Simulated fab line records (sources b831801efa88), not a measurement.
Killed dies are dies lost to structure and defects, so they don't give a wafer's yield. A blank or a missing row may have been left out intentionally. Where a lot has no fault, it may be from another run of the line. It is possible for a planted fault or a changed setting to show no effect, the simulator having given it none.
Matching of chambers | flow gf180mcu | 4 sister chambers for GF_V3_CMP_26 on cmp-02
The step polishes, stops on SiO2, t overpolish 15 s, target thk 0 nm. 4 wafers are shown with their chamber, then 12 later ones without.

## EACH WAFER AND ITS CHAMBER
wafer  | chamber | motor-current-A (A)
L087.3 | 1       | 12.4
L087.4 | 2       | 11.4
L091.5 | 3       | 9.4
L091.6 | 0       | 10.4

## WAFERS WHOSE CHAMBER IS MISSING
wafer  | motor-current-A (A)
L092.2 | 10.0
L092.3 | 11.1
L092.5 | 9.6
L094.3 | 11.1
L094.4 | 9.7
L094.6 | 10.3
L095.2 | 9.9
L095.5 | 12.2
L095.6 | 10.4
L097.1 | 12.8
L097.3 | 10.0
L097.5 | 10.9

## THE CHAMBER EACH PASSED THROUGH
wafer  | from the rows above     | in truth
L092.2 | can't be placed: 0 or 3 | 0
L092.3 | can't be placed: 2 or 0 | 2
L092.5 | can't be placed: 3 or 0 | 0
L094.3 | can't be placed: 2 or 0 | 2
L094.4 | can't be placed: 3 or 0 | 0
L094.6 | 0                       | 0
L095.2 | can't be placed: 0 or 3 | 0
L095.5 | can't be placed: 1 or 2 | 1
L095.6 | 0                       | 0
L097.1 | 1                       | 1
L097.3 | can't be placed: 0 or 3 | 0
L097.5 | can't be placed: 0 or 2 | 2
Correctly placed: 3 of 12. These rows do not allow placing 9 (true chamber among the candidates in 9). 0 placed wrongly.
How it was worked out, from the rows above alone: a wafer's distance from a chamber is the root of the sum, over the readings, of the square of ((its reading less the chamber's mean) divided by the reading's scatter). If the next closest chamber is less than 2 further off than the closest, the wafer can't be placed; otherwise it belongs to the closest. For every chamber, the mean is computed from those of its wafers that are shown. The scatter (one wafer shown for each chamber): square how far every hidden wafer sits from the nearest shown wafer, average those squares and take the square root.
